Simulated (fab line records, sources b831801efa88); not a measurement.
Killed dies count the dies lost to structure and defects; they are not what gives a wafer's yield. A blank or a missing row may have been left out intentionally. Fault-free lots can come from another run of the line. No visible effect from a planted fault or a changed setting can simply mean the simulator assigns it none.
Which tool is to blame? | flow gf180mcu | 18 wafers from 6 lots sampled at 3 of the route's 602 steps

WHAT EACH GAUGE READ, for each wafer
GF_CONTACT_THK_MEAS_03.
lot  | measured     | on            | CONTACT_CVD_02_THK (nm)
L446 | day 15 04:12 | film_metro-02 | 858 853 867
L448 | day 16 01:50 | film_metro-03 | 846 867 866
L452 | day 17 14:55 | film_metro-02 | 853 845 855
L458 | day 20 11:05 | film_metro-02 | 1508 884 880
L463 | day 21 17:19 | film_metro-02 | 836 846 837
L466 | day 22 09:40 | film_metro-02 | 854 838 859

EACH LOT AND THE TOOL THAT RAN IT (in order: tool; ch and the chambers of the sampled wafers; start)
lot  | GF_SALICIDE_RTA_06               | GF_CONTACT_CVD_02
L446 | rtp_anneal-02 ch 0, day 15 03:45 | pecvd-02 ch 0,1, day 15 04:07
L448 | rtp_anneal-02 ch 0, day 16 01:17 | pecvd-03 ch 1,2, day 16 01:46
L452 | rtp_anneal-02 ch 0, day 17 14:26 | pecvd-04 ch 0,2, day 17 14:51
L458 | rtp_anneal-02 ch 0, day 20 10:32 | pecvd-03 ch 0,1,2, day 20 11:01
L463 | rtp_anneal-01 ch 0, day 21 16:51 | pecvd-04 ch 0,1,2, day 21 17:14
L466 | rtp_anneal-02 ch 0, day 22 09:11 | pecvd-04 ch 1,2, day 22 09:36
- GF_SALICIDE_RTA_06: time 30 s.
- GF_CONTACT_CVD_02: deposits SiO2 from TEOS, target thk 860 nm, time 95.992 s.

THE ANSWER, worked out from the rows above alone
Rule: the lots themselves supply what counts as usual. The widest of any qualifying gaps counts: lots, ordered by their means at a reading, are off when they make up no more than a third of the lots, leave a main group of 4 or more, and stand apart from it by 3 or more times the standard deviation of that group's means. If all means in a main group match to the digits the tables above print for the reading, that group is not used. A lot without any number at a reading at which 4 lots or more have one is off too. The other lots that the step has rows for count as sound.
Off: at GF_CONTACT_THK_MEAS_03 (CONTACT_CVD_02_THK), L458. The main group: mean 852 nm, standard deviation 7.3.
If a tool, at a process step before that reading, ran all the lots that are off and no sound lot after the first of them, it fits. Those tools and the gauges at GF_CONTACT_THK_MEAS_03 are tried in the same way. One fits: GF_CONTACT_CVD_02 on pecvd-03. Its last sound lot is L448 (day 16 01:46), its first lot that is off L458 (day 20 11:01): a fault that began between those two fits.

WHAT HAD BEEN PUT IN BY THE SIMULATOR
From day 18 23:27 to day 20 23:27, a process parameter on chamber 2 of pecvd-03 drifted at GF_CONTACT_CVD_02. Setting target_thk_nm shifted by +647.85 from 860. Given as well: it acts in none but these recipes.
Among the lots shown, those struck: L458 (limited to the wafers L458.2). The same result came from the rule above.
